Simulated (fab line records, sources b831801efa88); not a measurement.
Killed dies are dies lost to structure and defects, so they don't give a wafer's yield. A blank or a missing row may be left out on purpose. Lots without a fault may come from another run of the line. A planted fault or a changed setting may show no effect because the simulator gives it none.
fab line records | flow gf180mcu
record lots=11 wafers=33 last_day=34
route steps=602 shown NWELL@49 VT_IMPLANT@99 HV_LDD@232 SALICIDE@280
lots that met no fault: from a run of the same line without faults
start_h: hours from the record's first day to the start of the lot's first wafer shown | wait_h: hours since the lot's step before | " the same as in the row above | L1.1+2: a row that stands for several wafers | - no value, or no start given | * or withheld: withheld | < > ~ a bound
route shown NAME@n: a module of which the file shows steps, and the number in the route of the first | usual: mean/standard deviation of fault-free wafers | same: alike in all rows | chamber/n: place in a boat | sites: the reading at each site | _std_site: their standard deviation | _edge_site: outer sites' mean less inner sites' | radius_mm: how far each site lies from the wafer's centre | mask NAME#n: copy n | behind: the tool/chamber that last shaped the wafer | hold: why the lot was held/for how many hours/how that ended | device: the transistor (n, p or np) that didn't switch | end of line: the same wafers' tests at the end of the route | a step without rows: its recipe alone | killed: dies lost to structure and defects at the first sort, not the wafer's yield | map: a wafer's dies, x killed, . not, _ none there
set.NAME: the setting as run; set.NAME@STEP: as run at that earlier step | model.NAME: the simulator's own value behind a step, which no gauge read
steps of the route over a sample of lots; a table a step, a row a wafer
services: from which hour (start_h, from the record's first day; less than 0 if before it) a tool's chamber was out of use, for how many hours, and why
## steps
# step GF_NWELL_OVL_MEAS_07
# usual NWELL_OVL=-0.3/1.6
# columns lot.wafer tool chamber start_h wait_h NWELL_OVL[nm]
L315.3 overlay-02 - 55.52 - 0.6
L315.5 " - " " 0.3
L315.6 " - " " 0.5
L319.1 overlay-02 - 75.74 - 1.3
L319.2 " - " " 0.1
L319.4 " - " " 3.3
L320.1 overlay-01 - 82.64 - -0.2
L320.4 " - " " 0.8
L320.6 " - " " 1.0
L322.1 overlay-02 - 93.14 - 0.4
L322.2 " - " " -0.6
L322.6 " - " " 0.3
L323.1 overlay-02 - 99.19 - 1.4
L323.5 " - " " 0.8
L323.6 " - " " -0.1
L324.3 overlay-01 - 104.80 - -1.9
L324.4 " - " " -1.5
L324.5 " - " " -1.4
L325.1 overlay-02 - 109.29 - -0.5
L325.2 " - " " 0.0
L325.4 " - " " 0.4
L329.1 overlay-01 - 133.94 - -0.4
L329.3 " - " " -0.9
L329.5 " - " " -1.9
L330.2 overlay-02 - 140.54 - -0.7
L330.5 " - " " -0.8
L330.6 " - " " -1.7
L334.4 overlay-01 - 159.07 - 0.0
L334.5 " - " " -1.5
L334.6 " - " " -0.9
L335.1 overlay-02 - 166.60 - -2.8
L335.5 " - " " -2.5
L335.6 " - " " -2.1
# step GF_VT_IMPLANT_STRIP_09
# recipe chemistry=O2/N2 power_w=1400 pressure_mtorr=1500 platen_temp_c=250 o2_flow_sccm=3000 n2_flow_sccm=300 overash_fraction=0.5
# usual drypump_motor_current_A=5.7/0.44 heater_power_w=368/28 oes_product_au=0.717/0.0047 strip_time_to_endpoint_s=12.64/0.034
# columns lot.wafer tool chamber start_h wait_h drypump_motor_current_A heater_power_w oes_product_au rf_hours_counter_h strip_time_to_endpoint_s
L315.3 plasma_asher-03 1 111.01 0.1 5.6 397 0.715 - 12.62
L315.5 " 0 " " 6.4 381 0.717 - 12.64
L315.6 " 1 " " 5.6 408 0.710 - 12.65
L319.1 plasma_asher-01 0 134.77 0.1 5.8 361 0.721 50 12.67
L319.2 " 1 " " 5.4 331 0.719 50 12.68
L319.4 " 1 " " 5.4 328 0.712 - 12.65
L320.1 plasma_asher-02 0 141.72 0.1 5.1 328 0.717 2 12.67
L320.4 " 1 " " 5.4 354 0.720 - 12.65
L320.6 " 1 " " 5.4 353 0.716 - 12.63
L322.1 plasma_asher-03 1 154.77 0.1 5.6 415 0.710 48 12.64
L322.2 " 0 " " 6.4 378 0.715 48 12.60
L322.6 " 0 " " 6.4 380 0.714 - 12.62
L323.1 plasma_asher-02 1 160.02 0.1 5.4 355 0.715 4 12.65
L323.5 " 1 " " 5.4 349 0.715 - 12.68
L323.6 " 0 " " 5.2 329 0.712 - 12.63
L324.3 plasma_asher-03 0 167.01 0.1 6.4 383 0.719 - 12.65
L324.4 " 1 " " 5.5 405 0.714 - 12.67
L324.5 " 1 " " 5.6 401 0.719 - 12.67
L325.1 plasma_asher-03 0 173.52 0.1 6.4 371 0.710 50 12.62
L325.2 " 1 " " 5.6 404 0.716 50 12.65
L325.4 " 0 " " 6.4 377 0.714 - 12.64
L329.1 plasma_asher-03 0 198.12 0.1 6.4 377 0.720 52 12.61
L329.3 " 1 " " 5.6 404 0.721 - 12.64
L329.5 " 1 " " 5.6 409 0.712 - 12.63
L330.2 plasma_asher-02 1 206.02 0.1 5.4 355 0.712 9 12.63
L330.5 " 1 " " 5.4 362 0.726 - 12.59
L330.6 " 0 " " 5.1 329 0.719 - 12.63
L334.4 plasma_asher-01 0 225.47 0.1 5.8 354 0.719 - 12.63
L334.5 " 0 " " 5.8 361 0.727 - 12.68
L334.6 " 1 " " 5.4 320 0.722 - 12.68
L335.1 plasma_asher-01 1 233.94 0.1 5.4 331 0.713 60 12.68
L335.5 " 0 " " 5.8 372 0.721 - 12.68
L335.6 " 1 " " 5.4 327 0.723 - 12.68
# step GF_HV_LDD_CVD_56
# recipe material=Si3N4 precursor=DCS/NH3 target_thk_nm=90 temp_c=770 time_s=1543 pressure_mtorr=250
# usual spike_tc_upper_C=770.0/1.3 zone_power_top_pct=25.5/0.92
# columns lot.wafer tool chamber start_h wait_h spike_tc_upper_C zone_power_top_pct
L315.3 lpcvd-02 1 280.63 0.0 767.1 24.8
L315.5 " 1 " " 767.9 25.5
L315.6 " 1 " " 767.7 24.6
L319.1 lpcvd-02 1 315.21 0.1 767.9 25.3
L319.2 " 1 " " 769.5 25.3
L319.4 " 1 " " 769.2 25.3
L320.1 lpcvd-02 1 319.72 0.1 770.1 25.3
L320.4 " 1 " " 770.6 24.8
L320.6 " 1 " " 768.5 25.4
L323.1 lpcvd-01 1 338.56 0.6 770.9 26.7
L323.5 " 1 " " 770.5 26.6
L323.6 " 1 " " 771.4 26.4
L322.1 lpcvd-02 0 339.04 0.1 770.5 25.0
L322.2 " 0 " " 771.0 25.1
L322.6 " 0 " " 769.3 24.4
L325.1 lpcvd-02 0 354.62 0.1 771.0 24.4
L325.2 " 0 " " 772.1 24.8
L325.4 " 0 " " 771.6 25.1
L324.3 lpcvd-01 1 355.24 0.0 770.5 26.2
L324.4 " 1 " " 769.9 26.4
L324.5 " 1 " " 772.3 26.4
L329.1 lpcvd-01 1 386.96 0.1 769.9 26.9
L329.3 " 1 " " 771.6 26.7
L329.5 " 1 " " 769.7 26.7
L330.2 lpcvd-01 1 398.56 1.2 771.4 26.5
L330.5 " 1 " " 770.4 26.9
L330.6 " 1 " " 769.3 26.3
L334.4 lpcvd-02 0 429.64 0.0 767.1 24.9
L334.5 " 0 " " 771.3 24.4
L334.6 " 0 " " 768.3 24.4
L335.1 lpcvd-02 0 436.67 0.1 770.5 24.7
L335.5 " 0 " " 769.9 24.6
L335.6 " 0 " " 770.2 24.3
# step GF_HV_LDD_THK_MEAS_57
# recipe reads=Si3N4_of_HV_LDD_CVD_56
# usual HV_LDD_CVD_56_THK=90.0/0.79
# columns lot.wafer tool chamber start_h wait_h HV_LDD_CVD_56_THK[nm]
L315.3 film_metro-02 - 282.07 0.0 90.3
L315.5 " - " " 90.0
L315.6 " - " " 90.3
L319.1 film_metro-02 - 316.64 0.0 90.3
L319.2 " - " " 90.2
L319.4 " - " " 90.5
L320.1 film_metro-01 - 321.15 0.0 88.6
L320.4 " - " " 89.3
L320.6 " - " " 88.5
L323.1 film_metro-01 - 339.99 0.0 90.3
L323.5 " - " " 90.4
L323.6 " - " " 90.7
L322.1 film_metro-01 - 340.47 0.0 90.0
L322.2 " - " " 91.3
L322.6 " - " " 89.8
L325.1 film_metro-04 - 356.04 0.0 89.1
L325.2 " - " " 90.0
L325.4 " - " " 89.8
L324.3 film_metro-02 - 356.69 0.0 89.9
L324.4 " - " " 89.8
L324.5 " - " " 90.1
L329.1 film_metro-01 - 388.39 0.0 107.1
L329.3 " - " " 107.1
L329.5 " - " " 107.7
L330.2 film_metro-04 - 400.00 0.0 106.5
L330.5 " - " " 106.4
L330.6 " - " " 105.8
L334.4 film_metro-04 - 431.10 0.0 90.5
L334.5 " - " " 90.4
L334.6 " - " " 90.7
L335.1 film_metro-01 - 438.10 0.0 90.5
L335.5 " - " " 90.4
L335.6 " - " " 90.2
# step GF_HV_LDD_ETCHBACK_58
# recipe chemistry=CH3F/O2 target=Si3N4 stop_on=SiO2 source_w=400 bias_w=80 pressure_mtorr=25 ch3f_flow_sccm=40 O2_flow_sccm=30 time_s=100 target_depth_a=900
# usual O2_flow_sccm=30.01/0.096 bias_w=80.01/0.24 drypump_motor_current_A=5.6/0.43 oes_product_au=0.843/0.0067 rf_fwd_power_W=397.6/1.4 throttle_valve_pct=10.562/0.0092
# columns lot.wafer tool chamber start_h wait_h O2_flow_sccm bias_w drypump_motor_current_A oes_product_au rf_fwd_power_W rf_hours_counter_h throttle_valve_pct
L315.3 rie_diel-01 0 282.11 0.0 30.17 79.78 6.0 0.846 397.9 127 10.558
L315.5 " 3 " " 30.05 80.06 5.1 0.836 399.5 - 10.560
L315.6 " 0 " " 30.15 79.45 6.1 0.846 398.8 - 10.557
L319.1 rie_diel-01 1 316.70 0.1 29.98 80.16 4.9 0.840 396.4 101 10.564
L319.2 " 3 " " 30.06 80.16 5.1 0.841 398.7 43 10.579
L319.4 " 2 " " 30.13 79.55 5.6 0.850 397.4 - 10.548
L320.1 rie_diel-03 3 321.21 0.1 29.85 80.22 5.9 0.834 398.8 11 10.546
L320.4 " 1 " " 30.07 80.50 6.4 0.840 396.2 7 10.560
L320.6 " 2 " " 30.20 79.93 5.2 0.828 398.9 - 10.558
L323.1 rie_diel-01 1 340.05 0.1 30.03 79.68 4.9 0.839 396.8 102 10.555
L323.5 " 3 " " 30.20 80.14 5.2 0.845 398.7 - 10.565
L323.6 " 2 " " 30.12 79.92 5.6 0.844 399.3 - 10.566
L322.1 rie_diel-04 1 340.53 0.1 29.99 80.48 5.8 0.839 396.6 63 10.555
L322.2 " 2 " " 29.99 80.25 5.1 0.851 396.9 14 10.564
L322.6 " 1 " " 29.96 80.92 5.8 0.845 395.4 - 10.566
L325.1 rie_diel-04 2 356.10 0.1 30.01 79.90 5.2 0.837 396.5 14 10.571
L325.2 " 3 " " 30.00 80.03 5.3 0.837 397.4 4 10.580
L325.4 " 1 " " 29.91 79.74 5.8 0.843 396.3 63 10.586
L324.3 rie_diel-01 3 356.73 0.0 30.01 79.86 5.1 0.838 398.4 45 10.572
L324.4 " 1 " " 29.98 80.08 4.9 0.846 397.8 102 10.550
L324.5 " 2 " " 29.87 79.92 5.7 0.847 397.9 - 10.548
L329.1 rie_diel-03 3 388.45 0.1 30.13 80.18 5.9 0.928 398.6 12 10.582
L329.3 " 2 " " 29.97 80.25 5.2 0.933 398.0 8 10.564
L329.5 " 2 " " 29.85 79.82 5.2 0.930 399.2 - 10.585
L330.2 rie_diel-01 2 400.05 0.0 29.89 80.09 5.7 0.920 399.9 6 10.588
L330.5 " 1 " " 30.00 79.86 4.9 0.935 397.6 - 10.589
L330.6 " 2 " " 29.90 79.89 5.7 0.924 398.7 - 10.582
L334.4 rie_diel-04 1 431.13 0.0 30.06 80.14 5.8 0.851 398.6 65 10.568
L334.5 " 1 " " 30.07 79.87 5.8 0.847 397.9 - 10.580
L334.6 " 0 " " 29.91 79.63 5.9 0.845 396.0 - 10.553
L335.1 rie_diel-03 0 438.16 0.1 30.10 80.14 5.8 0.840 395.1 1 10.576
L335.5 " 3 " " 30.05 80.25 5.9 0.834 398.2 - 10.566
L335.6 " 0 " " 30.06 80.03 5.8 0.851 395.1 - 10.555
# step GF_SALICIDE_SPUTTER_02
# recipe material=Co target_thk_nm=10 power_w=1000 time_s=20 chamber_pressure_pa=0.4
# usual throttle_valve_pct=29.4/0.79
# columns lot.wafer tool chamber start_h wait_h throttle_valve_pct
L315.3 pvd_sputter-03 - 344.72 0.0 30.2
L315.5 " - " " 30.0
L315.6 " - " " 29.3
L319.1 pvd_sputter-03 - 383.33 0.0 29.3
L319.2 " - " " 29.0
L319.4 " - " " 30.0
L320.1 pvd_sputter-02 - 387.63 0.0 31.5
L320.4 " - " " 30.7
L320.6 " - " " 31.2
L323.1 pvd_sputter-03 - 408.82 0.0 28.7
L323.5 " - " " 30.0
L323.6 " - " " 29.0
L322.1 pvd_sputter-04 - 408.98 0.0 28.8
L322.2 " - " " 28.7
L322.6 " - " " 28.9
L325.1 pvd_sputter-04 - 428.02 0.0 28.5
L325.2 " - " " 28.9
L325.4 " - " " 29.0
L324.3 pvd_sputter-03 - 428.73 0.0 29.4
L324.4 " - " " 28.9
L324.5 " - " " 28.6
L329.1 pvd_sputter-03 - 460.66 0.0 30.1
L329.3 " - " " 29.1
L329.5 " - " " 29.6
L330.2 pvd_sputter-03 - 472.38 0.0 29.9
L330.5 " - " " 28.8
L330.6 " - " " 30.1
L334.4 pvd_sputter-03 - 504.84 0.0 28.6
L334.5 " - " " 29.0
L334.6 " - " " 29.3
L335.1 pvd_sputter-03 - 511.04 0.0 28.9
L335.5 " - " " 28.8
L335.6 " - " " 29.6
## services
# columns tool chamber start_h hours kind
rie_diel-04 1 94.29 4.3 repair
rie_diel-01 2 105.44 3.4 repair
plasma_asher-02 - 108.75 9.0 pm
rie_diel-04 0 110.88 3.3 repair
rie_diel-04 0 118.33 19.3 repair
plasma_asher-03 - 158.35 2.8 pm
rie_diel-03 2 161.84 11.2 repair
rie_diel-01 0 163.64 15.6 repair
rie_diel-01 2 164.92 40.5 repair
plasma_asher-01 - 168.96 3.3 repair
rie_diel-01 3 209.90 2.1 repair
rie_diel-01 3 288.71 6.9 repair
pvd_sputter-03 - 301.30 1.4 repair
lpcvd-02 - 373.97 0.3 repair
rie_diel-01 3 380.13 89.8 repair
rie_diel-01 2 403.30 17.7 repair
plasma_asher-03 - 421.25 9.0 pm
lpcvd-01 - 426.32 6.1 pm
lpcvd-02 - 451.05 14.6 pm
plasma_asher-03 - 461.96 15.6 pm
rie_diel-01 2 466.39 15.8 repair
plasma_asher-03 - 477.56 14.6 pm
lpcvd-02 - 492.80 2.8 pm
plasma_asher-03 - 498.93 1.5 repair
## key
first_sign step=GF_HV_LDD_THK_MEAS_57 reading=HV_LDD_CVD_56_THK direction=up sigmas=21 usual=90.0 struck=106.8
effect step=GF_HV_LDD_ETCHBACK_58 reading=oes_product_au direction=up sigmas=13 usual=0.843 struck=0.928
met_at GF_HV_LDD_CVD_56
struck_lots L329,L330
tester_left_out L329,L330
not_acting_at GF_NWELL_OVL_MEAS_07,GF_VT_IMPLANT_STRIP_09,GF_SALICIDE_SPUTTER_02
onset_between 355.24 386.96
fault kind=process_parameter_drift tool=lpcvd-01 chamber=- onset_h=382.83 steps=GF_HV_LDD_CVD_56 channel=target_thk_nm offset=18.114 shape=step end_h=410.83 acts_in=these_recipes_only stated=90
# tester_left_out: of these lots the tester's yield and bins aren't shown, on N5 and GAA mostly nor the transistor test; their killed dies are dies lost to structure and defects alone, not to doping, threshold or leakage, so they don't give the yield
